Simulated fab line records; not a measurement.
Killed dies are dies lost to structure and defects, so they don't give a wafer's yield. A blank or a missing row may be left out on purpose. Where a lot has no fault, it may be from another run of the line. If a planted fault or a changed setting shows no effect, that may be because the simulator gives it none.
fab line records	flow sky130
record: lots: 24	wafers: 72	last_day: 51
route steps=708 shown POLY_GATE@228 CONTACT@424 METAL2@500 CAPM@549 VIA3@588 METAL5@676
lots with no fault: from the same line, run without faults
start_h: start of the lot's first displayed wafer, in hours after the record's first day	wait_h: time in hours since the lot's previous step	" as in the row above	L1.1+2: a single row standing in for several wafers	- value missing, or start not given	* or withheld: withheld	< > ~ a bound
route shown NAME@n: NAME is a module with steps in the file, n the number in the route of the first one	usual: mean/standard deviation of fault-free wafers	same: alike in all rows	chamber/n: place in a boat	sites: readings site by site	_std_site: standard deviation of those values	_edge_site: outer sites' mean less inner sites'	radius_mm: for every site, how far away it sits from the centre of the wafer	mask NAME#n: copy n	behind: the tool/chamber that last shaped the wafer	hold: the reason the lot was held/the length of the hold in hours/how it ended	device: transistor that didn't switch, given as n, p or np	end of line: tests of these same wafers at the route's end	step lacking rows: just its recipe	killed: not the wafer's yield, but the dies lost to structure and defects at the first sort	map: shows each die of a wafer: x if killed, . if not, _ if none is there
set.NAME: setting as actually run; set.NAME@STEP: the setting as run at that earlier step	model.NAME: the simulator's own value behind a step, which no gauge read
route steps across a sampled set of lots; one table per step, one row per wafer
services: the hour from which a tool's chamber was out of use, counted from the record's first day as start_h (under 0 if before that day), plus the number of hours and why
== steps ==
step: SKY_POLY_GATE_OVL_MEAS_14
usual: POLY_GATE_OVL: -1/4.6
lot.wafer	tool	chamber	start_h	wait_h	POLY_GATE_OVL[nm]
L074.1	overlay-02	-	364.74	0.1	1
L074.2	"	-	"	"	1
L074.3	"	-	"	"	1
L075.2	overlay-01	-	394.54	0.1	-4
L075.3	"	-	"	"	0
L075.6	"	-	"	"	0
L076.1	overlay-02	-	396.49	0.1	-4
L076.5	"	-	"	"	-2
L076.6	"	-	"	"	4
L077.1	overlay-01	-	400.63	0.1	4
L077.4	"	-	"	"	-2
L077.5	"	-	"	"	2
L079.3	overlay-01	-	402.84	0.1	2
L079.4	"	-	"	"	-6
L079.5	"	-	"	"	1
L078.2	overlay-01	-	406.94	0.1	1
L078.4	"	-	"	"	-1
L078.5	"	-	"	"	-1
L080.3	overlay-01	-	417.14	0.1	-1
L080.5	"	-	"	"	-3
L080.6	"	-	"	"	2
L081.1	overlay-01	-	433.28	0.1	-5
L081.3	"	-	"	"	0
L081.6	"	-	"	"	-3
L082.2	overlay-02	-	444.94	0.1	8
L082.4	"	-	"	"	3
L082.5	"	-	"	"	10
L084.3	overlay-02	-	451.35	0.1	6
L084.4	"	-	"	"	0
L084.6	"	-	"	"	-2
L083.1	overlay-01	-	451.53	0.1	7
L083.2	"	-	"	"	1
L083.5	"	-	"	"	-2
L085.1	overlay-02	-	458.18	0.1	12
L085.2	"	-	"	"	2
L085.3	"	-	"	"	6
L086.2	overlay-01	-	475.25	0.1	-6
L086.4	"	-	"	"	-7
L086.6	"	-	"	"	-2
L087.3	overlay-02	-	484.00	0.1	-10
L087.4	"	-	"	"	-6
L087.6	"	-	"	"	-1
L088.1	overlay-02	-	490.58	0.1	-7
L088.3	"	-	"	"	-9
L088.6	"	-	"	"	-4
L089.2	overlay-01	-	500.88	0.1	0
L089.3	"	-	"	"	-3
L089.5	"	-	"	"	-4
L090.1	overlay-01	-	513.58	0.1	-4
L090.3	"	-	"	"	-2
L090.4	"	-	"	"	-2
L091.3	overlay-02	-	521.30	0.1	7
L091.5	"	-	"	"	2
L091.6	"	-	"	"	-1
L092.3	overlay-02	-	524.59	0.1	-7
L092.4	"	-	"	"	-2
L092.6	"	-	"	"	4
L093.1	overlay-01	-	539.18	0.1	4
L093.2	"	-	"	"	0
L093.3	"	-	"	"	4
L094.1	overlay-01	-	554.73	0.1	1
L094.2	"	-	"	"	2
L094.3	"	-	"	"	4
L095.1	overlay-02	-	575.19	0.1	-14
L095.3	"	-	"	"	-4
L095.6	"	-	"	"	-8
L097.1	overlay-01	-	593.83	0.1	-10
L097.2	"	-	"	"	-5
L097.4	"	-	"	"	-8
L096.1	overlay-02	-	597.33	0.1	5
L096.3	"	-	"	"	-6
L096.4	"	-	"	"	-3
step: SKY_CONTACT_ETCH_18
recipe: target: Si3N4	chemistry: CHF3/O2	stop_on: TiN	source_w: 600	bias_w: 200	pressure_mtorr: 40	chf3_flow_sccm: 50	O2_flow_sccm: 5	time_s: 39	target_depth_a: 750
usual: O2_flow_sccm: 5.003/0.014	drypump_motor_current_A: 5.6/0.45	oes_product_au: 0.854/0.0068	throttle_valve_pct: 8.792/0.0091
lot.wafer	tool	chamber	start_h	wait_h	O2_flow_sccm	drypump_motor_current_A	oes_product_au	rf_hours_counter_h	throttle_valve_pct
L074.1	rie_diel-02	1	-	-	4.974	6.0	0.856	18	8.795
L074.2	"	2	"	"	4.997	5.7	0.852	5	8.785
L074.3	"	3	"	"	4.999	5.8	0.848	5	8.796
L075.2	rie_diel-01	0	-	-	4.982	6.3	0.847	12	8.801
L075.3	"	2	"	"	4.993	4.7	0.854	24	8.800
L075.6	"	0	"	"	5.019	6.3	0.853	-	8.803
L076.1	rie_diel-02	2	-	-	5.015	5.7	0.850	6	8.799
L076.5	"	2	"	"	5.018	5.7	0.862	-	8.803
L076.6	"	3	"	"	4.998	5.7	0.858	-	8.799
L077.1	rie_diel-01	0	-	-	5.015	6.3	0.848	12	8.807
L077.4	"	2	"	"	5.002	4.7	0.858	24	8.793
L077.5	"	0	"	"	4.999	6.3	0.853	-	8.802
L079.3	rie_diel-01	0	-	-	5.016	6.3	0.851	12	8.820
L079.4	"	2	"	"	5.003	4.7	0.859	24	8.812
L079.5	"	2	"	"	4.987	4.7	0.864	-	8.800
L078.2	rie_diel-02	0	-	-	4.979	5.8	0.862	1	8.781
L078.4	"	1	"	"	5.023	6.0	0.860	19	8.792
L078.5	"	1	"	"	4.989	6.0	0.857	-	8.781
L080.3	rie_diel-01	1	-	-	4.990	5.2	0.845	43	8.789
L080.5	"	2	"	"	5.020	4.7	0.852	-	8.784
L080.6	"	3	"	"	4.981	5.9	0.857	-	8.786
L081.1	rie_diel-02	1	-	-	5.002	6.0	0.857	20	8.782
L081.3	"	3	"	"	5.003	5.7	0.844	7	8.802
L081.6	"	3	"	"	4.996	5.7	0.853	-	8.787
L082.2	rie_diel-02	1	-	-	5.024	6.0	0.839	20	8.790
L082.4	"	3	"	"	4.999	5.7	0.849	8	8.780
L082.5	"	0	"	"	5.004	5.8	0.848	-	8.789
L084.3	rie_diel-03	0	-	-	4.999	5.5	0.862	25	8.796
L084.4	"	1	"	"	5.004	5.2	0.843	-	8.787
L084.6	"	0	"	"	5.006	5.5	0.854	-	8.784
L083.1	rie_diel-02	0	-	-	5.006	5.9	0.843	2	8.790
L083.2	"	1	"	"	5.020	6.0	0.853	20	8.793
L083.5	"	0	"	"	5.011	5.9	0.858	-	8.789
L085.1	rie_diel-01	3	-	-	4.997	5.9	0.849	14	8.777
L085.2	"	2	"	"	5.013	4.7	0.853	25	8.773
L085.3	"	0	"	"	4.985	6.3	0.851	14	8.782
L086.2	rie_diel-03	2	-	-	5.008	5.6	0.857	8	8.797
L086.4	"	0	"	"	5.029	5.5	0.856	-	8.780
L086.6	"	2	"	"	5.022	5.6	0.848	-	8.787
L087.3	rie_diel-03	2	-	-	5.007	5.6	0.848	8	8.786
L087.4	"	1	"	"	5.014	5.2	0.860	-	8.810
L087.6	"	2	"	"	5.011	5.7	0.859	-	8.799
L088.1	rie_diel-01	2	-	-	5.023	4.7	0.862	26	8.789
L088.3	"	0	"	"	4.997	6.3	0.852	15	8.787
L088.6	"	2	"	"	5.027	4.7	0.867	-	8.783
L089.2	rie_diel-03	3	-	-	5.004	5.1	0.844	23	8.785
L089.3	"	1	"	"	4.993	5.2	0.849	13	8.803
L089.5	"	3	"	"	4.985	5.1	0.860	-	8.803
L090.1	rie_diel-01	3	-	-	5.023	5.9	0.840	15	8.790
L090.3	"	1	"	"	5.010	5.2	0.839	2	8.794
L090.4	"	0	"	"	4.988	6.3	0.865	15	8.798
L091.3	rie_diel-01	0	-	-	4.995	6.3	0.849	15	8.796
L091.5	"	2	"	"	5.003	4.7	0.861	-	8.788
L091.6	"	1	"	"	4.989	5.2	0.867	-	8.805
L092.3	rie_diel-02	0	-	-	4.981	5.9	0.849	4	8.774
L092.4	"	1	"	"	4.988	6.0	0.856	22	8.793
L092.6	"	0	"	"	4.994	5.9	0.856	-	8.791
L093.1	rie_diel-01	3	-	-	4.989	6.0	0.841	16	8.791
L093.2	"	2	"	"	5.026	4.7	0.858	27	8.787
L093.3	"	1	"	"	5.023	5.2	0.850	3	8.797
L094.1	rie_diel-03	3	-	-	5.026	5.1	0.848	24	8.807
L094.2	"	2	"	"	4.995	5.6	0.860	10	8.790
L094.3	"	1	"	"	5.006	5.2	0.844	15	8.798
L095.1	rie_diel-01	1	-	-	4.995	5.2	0.846	4	8.798
L095.3	"	3	"	"	5.007	6.0	0.852	17	8.792
L095.6	"	1	"	"	5.001	5.2	0.856	-	8.785
L097.1	rie_diel-01	2	-	-	4.998	4.7	0.857	0	8.797
L097.2	"	0	"	"	5.021	6.3	0.843	18	8.814
L097.4	"	3	"	"	4.991	6.0	0.852	17	8.781
L096.1	rie_diel-03	2	-	-	5.001	5.6	0.854	11	8.771
L096.3	"	1	"	"	5.004	5.2	0.857	16	8.788
L096.4	"	0	"	"	4.977	5.5	0.863	0	8.813
step: SKY_METAL2_DESCUM_17
recipe: chemistry: O2	source_power_w: 150	bias_power_w: 0	pressure_mtorr: 10	temp_c: 40	time_s: 8
usual: drypump_motor_current_A: 6.03/0.3	oes_product_au: 1.000/0.01	temp_c: 40.00/0.12
lot.wafer	tool	chamber	start_h	wait_h	drypump_motor_current_A	oes_product_au	rf_hours_counter_h	temp_c
L074.1	rie_metal-02	0	814.76	0.0	6.26	1.021	4	39.92
L074.2	"	0	"	"	6.27	1.011	-	40.01
L074.3	"	0	"	"	6.26	1.012	-	39.96
L075.2	rie_metal-02	1	847.26	0.0	5.31	1.003	1	40.00
L075.3	"	1	"	"	5.31	1.008	-	39.98
L075.6	"	1	"	"	5.29	0.996	-	39.68
L076.1	rie_metal-04	0	848.41	0.0	5.97	0.989	17	40.07
L076.5	"	0	"	"	5.99	0.986	-	40.05
L076.6	"	1	"	"	5.73	0.985	-	39.81
L077.1	rie_metal-02	1	848.48	0.0	5.29	1.008	1	40.11
L077.4	"	0	"	"	6.27	0.998	-	40.09
L077.5	"	1	"	"	5.32	1.002	-	40.16
L079.3	rie_metal-04	0	849.79	0.0	6.05	0.997	-	40.02
L079.4	"	1	"	"	5.73	0.991	-	40.08
L079.5	"	1	"	"	5.72	0.983	-	39.90
L078.2	rie_metal-04	1	854.21	0.0	5.74	0.989	14	40.07
L078.4	"	1	"	"	5.74	0.994	-	40.10
L078.5	"	1	"	"	5.73	0.993	-	40.19
L080.3	rie_metal-04	0	862.63	0.0	6.01	0.997	-	40.04
L080.5	"	0	"	"	6.00	0.993	-	40.06
L080.6	"	0	"	"	5.99	0.989	-	39.92
L081.1	rie_metal-03	1	875.72	0.0	6.44	0.994	9	40.06
L081.3	"	1	"	"	6.44	1.007	-	40.13
L081.6	"	0	"	"	5.90	1.004	-	39.85
L082.2	rie_metal-03	0	885.68	0.0	5.91	1.001	1	40.04
L082.4	"	1	"	"	6.45	0.995	-	39.86
L082.5	"	0	"	"	5.92	0.991	-	40.10
L084.3	rie_metal-03	0	888.44	0.0	5.87	1.003	-	39.87
L084.4	"	1	"	"	6.43	1.016	-	39.96
L084.6	"	1	"	"	6.43	0.997	-	40.15
L083.1	rie_metal-03	1	892.36	0.0	6.42	1.005	9	39.97
L083.2	"	0	"	"	5.90	1.017	1	39.87
L083.5	"	0	"	"	5.92	1.003	-	40.06
L085.1	rie_metal-04	1	894.28	0.0	5.73	0.981	17	40.12
L085.2	"	0	"	"	6.00	0.991	0	39.95
L085.3	"	0	"	"	6.00	0.988	-	40.17
L086.2	rie_metal-04	1	910.18	0.0	5.73	0.993	-	39.87
L086.4	"	1	"	"	5.73	0.983	-	39.95
L086.6	"	1	"	"	5.76	0.997	-	39.92
L087.3	rie_metal-03	1	919.93	0.0	6.43	1.001	-	39.99
L087.4	"	0	"	"	5.87	1.010	-	39.87
L087.6	"	0	"	"	5.89	0.998	-	39.89
L088.1	rie_metal-04	0	922.49	0.0	5.98	0.997	1	39.97
L088.3	"	0	"	"	6.01	0.984	-	39.96
L088.6	"	1	"	"	5.72	0.984	-	40.07
L089.2	rie_metal-03	0	930.06	0.0	5.90	1.019	3	39.89
L089.3	"	1	"	"	6.46	1.010	-	40.10
L089.5	"	0	"	"	5.93	1.014	-	40.18
L090.1	rie_metal-03	0	940.03	0.0	5.88	1.010	3	39.81
L090.3	"	0	"	"	5.88	1.012	-	39.91
L090.4	"	1	"	"	6.43	1.005	-	40.06
L091.3	rie_metal-03	0	942.73	0.0	5.89	1.021	-	39.77
L091.5	"	1	"	"	6.42	1.012	-	40.18
L091.6	"	0	"	"	5.88	1.012	-	39.88
L092.3	rie_metal-03	0	947.99	0.0	5.90	1.009	-	40.23
L092.4	"	1	"	"	6.43	0.991	-	40.04
L092.6	"	1	"	"	6.42	0.996	-	39.79
L093.1	rie_metal-03	1	961.57	0.0	6.45	1.003	12	40.09
L093.2	"	0	"	"	5.89	1.005	4	39.82
L093.3	"	1	"	"	6.42	1.007	-	39.92
L094.1	rie_metal-04	0	972.86	0.0	6.00	0.988	6	40.03
L094.2	"	0	"	"	6.02	0.998	-	39.82
L094.3	"	0	"	"	6.01	0.996	-	40.01
L095.1	rie_metal-03	1	989.51	0.0	6.44	1.007	14	39.89
L095.3	"	0	"	"	5.88	1.013	-	39.95
L095.6	"	1	"	"	6.45	1.010	-	40.12
L097.1	rie_metal-04	1	1014.08	0.0	5.73	0.984	2	40.09
L097.2	"	0	"	"	5.98	0.990	8	40.03
L097.4	"	0	"	"	5.99	0.988	-	39.68
L096.1	rie_metal-03	1	1014.43	0.0	6.45	1.004	15	40.14
L096.3	"	0	"	"	5.88	1.004	-	40.08
L096.4	"	1	"	"	6.46	0.999	-	40.02
step: SKY_CAPM_OVL_MEAS_12
usual: CAPM_OVL: 1.0/1.3
lot.wafer	tool	chamber	start_h	wait_h	CAPM_OVL[nm]
L074.1	overlay-01	-	870.82	0.1	-0.9
L074.2	"	-	"	"	-1.9
L074.3	"	-	"	"	-1.1
L075.2	overlay-02	-	901.47	0.1	2.0
L075.3	"	-	"	"	0.6
L075.6	"	-	"	"	3.5
L076.1	overlay-01	-	902.97	0.1	0.4
L076.5	"	-	"	"	0.2
L076.6	"	-	"	"	-0.5
L077.1	overlay-01	-	903.27	0.1	-0.7
L077.4	"	-	"	"	0.4
L077.5	"	-	"	"	1.2
L079.3	overlay-01	-	904.23	0.1	0.2
L079.4	"	-	"	"	-1.3
L079.5	"	-	"	"	-0.6
L078.2	overlay-01	-	908.40	0.1	1.2
L078.4	"	-	"	"	1.5
L078.5	"	-	"	"	1.1
L080.3	overlay-02	-	916.22	0.1	0.3
L080.5	"	-	"	"	0.9
L080.6	"	-	"	"	0.3
L081.1	overlay-01	-	928.62	0.1	0.1
L081.3	"	-	"	"	-0.3
L081.6	"	-	"	"	0.1
L082.2	overlay-02	-	938.72	0.1	-0.1
L082.4	"	-	"	"	-0.5
L082.5	"	-	"	"	0.2
L084.3	overlay-02	-	940.98	0.1	2.3
L084.4	"	-	"	"	2.9
L084.6	"	-	"	"	-0.1
L083.1	overlay-01	-	945.36	0.1	0.9
L083.2	"	-	"	"	1.0
L083.5	"	-	"	"	-0.9
L085.1	overlay-02	-	946.41	0.1	2.4
L085.2	"	-	"	"	1.1
L085.3	"	-	"	"	2.5
L086.2	overlay-01	-	963.47	0.1	-0.1
L086.4	"	-	"	"	0.5
L086.6	"	-	"	"	-2.5
L087.3	overlay-02	-	970.37	0.1	3.1
L087.4	"	-	"	"	2.8
L087.6	"	-	"	"	0.8
L088.1	overlay-01	-	971.91	0.1	0.5
L088.3	"	-	"	"	1.3
L088.6	"	-	"	"	0.7
L089.2	overlay-01	-	980.42	0.1	1.6
L089.3	"	-	"	"	1.9
L089.5	"	-	"	"	0.3
L090.1	overlay-02	-	990.71	0.1	2.8
L090.3	"	-	"	"	2.1
L090.4	"	-	"	"	2.3
L091.3	overlay-02	-	993.78	0.1	0.1
L091.5	"	-	"	"	0.5
L091.6	"	-	"	"	1.6
L092.3	overlay-02	-	997.42	0.1	3.9
L092.4	"	-	"	"	1.4
L092.6	"	-	"	"	0.9
L093.1	overlay-01	-	1015.76	0.1	1.9
L093.2	"	-	"	"	2.3
L093.3	"	-	"	"	3.2
L094.1	overlay-01	-	1022.16	0.1	1.9
L094.2	"	-	"	"	2.6
L094.3	"	-	"	"	2.6
L095.1	overlay-01	-	1038.26	0.1	1.2
L095.3	"	-	"	"	-0.4
L095.6	"	-	"	"	2.6
L097.1	overlay-02	-	1060.57	0.1	0.5
L097.2	"	-	"	"	1.3
L097.4	"	-	"	"	1.5
L096.1	overlay-02	-	1061.72	0.1	0.1
L096.3	"	-	"	"	0.8
L096.4	"	-	"	"	1.2
step: SKY_VIA3_ETCH_15
recipe: target: SiO2	chemistry: C4F8/O2/Ar	target_depth_nm: 507	stop_on: TiN	mask_material: KrF-thick	source_w: 1500	bias_w: 1200	pressure_mtorr: 40	c4f8_flow_sccm: withheld	O2_flow_sccm: 6	Ar_flow_sccm: 300	time_s: 78
usual: oes_product_au: 0.955/0.0049
lot.wafer	tool	chamber	start_h	wait_h	oes_product_au	rf_hours_counter_h
L074.1	rie_diel-02	1	923.71	0.0	0.948	24
L074.2	"	0	"	"	0.958	5
L074.3	"	3	"	"	0.946	11
L075.2	rie_diel-01	2	953.06	0.0	0.963	1
L075.3	"	3	"	"	0.955	18
L075.6	"	2	"	"	0.956	-
L076.1	rie_diel-03	2	954.61	0.0	0.964	12
L076.5	"	2	"	"	0.958	-
L076.6	"	3	"	"	0.955	-
L077.1	rie_diel-02	2	954.92	0.0	0.961	11
L077.4	"	1	"	"	0.945	24
L077.5	"	0	"	"	0.956	-
L079.3	rie_diel-03	2	955.61	0.0	0.966	12
L079.4	"	3	"	"	0.950	26
L079.5	"	2	"	"	0.955	-
L078.2	rie_diel-03	3	959.86	0.0	0.946	26
L078.4	"	0	"	"	0.949	1
L078.5	"	2	"	"	0.957	-
L080.3	rie_diel-03	1	966.56	0.0	0.958	17
L080.5	"	1	"	"	0.956	-
L080.6	"	0	"	"	0.952	-
L081.1	rie_diel-02	0	990.12	0.0	0.960	7
L081.3	"	3	"	"	0.957	13
L081.6	"	3	"	"	0.953	-
L082.2	rie_diel-03	3	992.31	0.0	0.952	27
L082.4	"	0	"	"	0.956	2
L082.5	"	1	"	"	0.954	-
L084.3	rie_diel-01	2	993.31	0.0	0.962	2
L084.4	"	0	"	"	0.956	20
L084.6	"	2	"	"	0.946	-
L083.1	rie_diel-03	1	995.16	0.0	0.951	17
L083.2	"	0	"	"	0.952	2
L083.5	"	2	"	"	0.962	-
L085.1	rie_diel-03	1	996.11	0.0	0.952	18
L085.2	"	0	"	"	0.960	2
L085.3	"	2	"	"	0.954	13
L086.2	rie_diel-02	3	1011.13	0.0	0.948	14
L086.4	"	0	"	"	0.953	-
L086.6	"	0	"	"	0.964	-
L087.3	rie_diel-03	0	1020.21	0.0	0.962	3
L087.4	"	3	"	"	0.949	28
L087.6	"	2	"	"	0.947	-
L088.1	rie_diel-01	0	1020.56	0.0	0.958	21
L088.3	"	1	"	"	0.965	7
L088.6	"	3	"	"	0.963	-
L089.2	rie_diel-02	0	1029.11	0.0	0.956	10
L089.3	"	1	"	"	0.951	0
L089.5	"	3	"	"	0.953	-
L090.1	rie_diel-03	0	1038.76	0.0	0.955	3
L090.3	"	2	"	"	0.958	15
L090.4	"	1	"	"	0.960	-
L091.3	rie_diel-03	1	1042.41	0.0	0.961	19
L091.5	"	1	"	"	0.955	-
L091.6	"	2	"	"	0.951	-
L092.3	rie_diel-01	0	1045.71	0.0	0.954	22
L092.4	"	1	"	"	0.954	8
L092.6	"	1	"	"	0.960	-
L093.1	rie_diel-03	1	1065.37	0.0	0.948	20
L093.2	"	0	"	"	0.963	4
L093.3	"	2	"	"	0.956	16
L094.1	rie_diel-01	0	1068.81	0.0	0.954	23
L094.2	"	1	"	"	0.955	9
L094.3	"	2	"	"	0.952	5
L095.1	rie_diel-03	3	1082.16	0.0	0.949	1
L095.3	"	2	"	"	0.956	16
L095.6	"	1	"	"	0.950	-
L097.1	rie_diel-03	3	1105.36	0.0	0.946	2
L097.2	"	1	"	"	0.955	21
L097.4	"	2	"	"	0.959	17
L096.1	rie_diel-02	3	1105.71	0.0	0.956	17
L096.3	"	1	"	"	0.941	3
L096.4	"	2	"	"	0.955	15
step: SKY_METAL5_METAL_ETCH_15
recipe: target_depth_a: 12600	stop_on: SiO2	over_etch_frac: 0.2	time_s: 252	chemistry: Cl2/BCl3	resist_sidewall_deg: 86	pressure_mtorr: 10	icp_w: 900	bias_w: 48.5	Cl2_flow_sccm: 60	bcl3_flow_sccm: 30
usual: drypump_motor_current_A: 6.0/0.3	oes_product_au: 0.894/0.0052	throttle_valve_pct: 22.264/0.009
lot.wafer	tool	chamber	start_h	wait_h	drypump_motor_current_A	oes_product_au	rf_hours_counter_h	throttle_valve_pct
L074.1	rie_metal-03	1	1022.54	0.0	6.4	0.900	16	22.265
L074.2	"	0	"	"	5.9	0.905	8	22.261
L074.3	"	0	"	"	5.9	0.900	-	22.255
L075.2	rie_metal-01	1	1047.69	0.0	6.2	0.887	11	22.266
L075.3	"	1	"	"	6.2	0.895	-	22.260
L075.6	"	1	"	"	6.2	0.888	-	22.266
L076.1	rie_metal-04	1	1048.21	0.0	5.7	0.900	4	22.246
L076.5	"	1	"	"	5.7	0.887	-	22.253
L076.6	"	0	"	"	6.0	0.901	-	22.261
L077.1	rie_metal-03	1	1048.24	0.0	6.4	0.896	17	22.263
L077.4	"	1	"	"	6.4	0.889	-	22.264
L077.5	"	1	"	"	6.4	0.890	-	22.272
L079.3	rie_metal-01	0	1049.52	0.1	5.5	0.907	-	22.266
L079.4	"	1	"	"	6.2	0.898	-	22.270
L079.5	"	0	"	"	5.5	0.900	-	22.257
L078.2	rie_metal-01	1	1055.74	0.0	6.2	0.898	11	22.270
L078.4	"	1	"	"	6.2	0.898	-	22.266
L078.5	"	1	"	"	6.2	0.889	-	22.266
L080.3	rie_metal-01	1	1063.82	0.1	6.2	0.899	-	22.249
L080.5	"	0	"	"	5.5	0.886	-	22.264
L080.6	"	1	"	"	6.2	0.896	-	22.266
L081.1	rie_metal-03	0	1082.66	0.0	5.9	0.891	11	22.252
L081.3	"	1	"	"	6.4	0.887	-	22.266
L081.6	"	1	"	"	6.4	0.887	-	22.259
L082.2	rie_metal-03	0	1086.61	0.0	5.9	0.891	12	22.250
L082.4	"	1	"	"	6.4	0.891	-	22.249
L082.5	"	1	"	"	6.4	0.888	-	22.280
L084.3	rie_metal-01	1	1086.98	0.1	6.2	0.899	-	22.270
L084.4	"	0	"	"	5.5	0.895	-	22.276
L084.6	"	0	"	"	5.5	0.896	-	22.261
L083.1	rie_metal-04	1	1088.70	0.0	5.7	0.900	7	22.280
L083.2	"	0	"	"	6.0	0.893	13	22.272
L083.5	"	0	"	"	6.0	0.894	-	22.259
L085.1	rie_metal-04	0	1089.91	0.0	6.0	0.892	14	22.278
L085.2	"	1	"	"	5.7	0.890	7	22.253
L085.3	"	0	"	"	6.0	0.890	-	22.276
L086.2	rie_metal-03	0	1101.24	0.0	5.9	0.893	13	22.267
L086.4	"	0	"	"	5.9	0.893	-	22.265
L086.6	"	1	"	"	6.4	0.893	-	22.251
L087.3	rie_metal-04	0	1110.82	0.1	6.0	0.896	-	22.271
L087.4	"	1	"	"	5.7	0.897	-	22.258
L087.6	"	1	"	"	5.7	0.889	-	22.268
L088.1	rie_metal-03	1	1111.34	0.0	6.4	0.903	21	22.271
L088.3	"	0	"	"	5.9	0.899	-	22.271
L088.6	"	0	"	"	5.9	0.892	-	22.261
L089.2	rie_metal-01	1	1115.54	0.0	6.2	0.887	16	22.260
L089.3	"	0	"	"	5.5	0.888	-	22.262
L089.5	"	1	"	"	6.2	0.890	-	22.265
L090.1	rie_metal-03	0	1127.79	0.0	5.9	0.894	15	22.275
L090.3	"	0	"	"	5.9	0.890	-	22.271
L090.4	"	1	"	"	6.4	0.891	-	22.265
L091.3	rie_metal-03	1	1130.82	0.1	6.4	0.893	-	22.267
L091.5	"	1	"	"	6.4	0.884	-	22.277
L091.6	"	0	"	"	5.9	0.890	-	22.272
L092.3	rie_metal-03	0	1133.74	0.1	5.9	0.889	-	22.268
L092.4	"	1	"	"	6.4	0.889	-	22.271
L092.6	"	1	"	"	6.4	0.894	-	22.255
L093.1	rie_metal-04	0	1150.84	0.0	6.0	0.888	19	22.262
L093.2	"	1	"	"	5.7	0.906	12	22.275
L093.3	"	0	"	"	6.0	0.892	-	22.290
L094.1	rie_metal-04	0	1154.01	0.0	6.0	0.900	19	22.250
L094.2	"	1	"	"	5.8	0.898	13	22.264
L094.3	"	1	"	"	5.8	0.893	-	22.262
L095.1	rie_metal-03	0	1163.90	0.0	5.9	0.887	18	22.256
L095.3	"	0	"	"	5.9	0.895	-	22.288
L095.6	"	1	"	"	6.4	0.899	-	22.261
L097.1	rie_metal-03	0	1182.01	0.0	5.9	0.894	21	22.251
L097.2	"	1	"	"	6.5	0.893	28	22.268
L097.4	"	1	"	"	6.5	0.893	-	22.262
L096.1	rie_metal-01	1	1182.23	0.1	6.2	0.886	23	22.252
L096.3	"	1	"	"	6.2	0.897	-	22.264
L096.4	"	1	"	"	6.2	0.892	-	22.279
== services ==
tool	chamber	start_h	hours	kind
rie_diel-03	0	723.93	13.7	repair
rie_diel-03	3	769.46	4.5	repair
rie_metal-03	1	772.83	4.6	repair
rie_diel-03	0	774.88	7.7	repair
rie_diel-02	1	780.02	6.7	repair
rie_metal-03	0	781.71	19.0	repair
rie_diel-03	3	800.84	39.9	repair
rie_metal-03	-	819.33	0.5	repair
rie_diel-01	3	825.12	16.6	repair
rie_metal-03	-	836.86	28.1	pm
rie_metal-04	1	857.26	5.5	repair
rie_metal-04	0	904.51	6.1	repair
rie_metal-03	-	926.66	0.4	repair
rie_diel-02	2	997.15	39.1	repair
rie_diel-01	1	998.48	5.4	repair
rie_diel-03	0	999.60	4.5	repair
rie_diel-01	3	1003.24	3.0	repair
rie_diel-03	-	1015.22	0.9	repair
rie_metal-04	-	1027.69	1.4	pm
rie_diel-01	3	1055.24	6.4	repair
rie_metal-03	1	1058.82	4.3	repair
rie_diel-01	-	1059.36	2.8	pm
rie_metal-03	-	1109.04	0.6	repair
rie_diel-03	-	1176.12	4.3	pm
== key ==
fault none
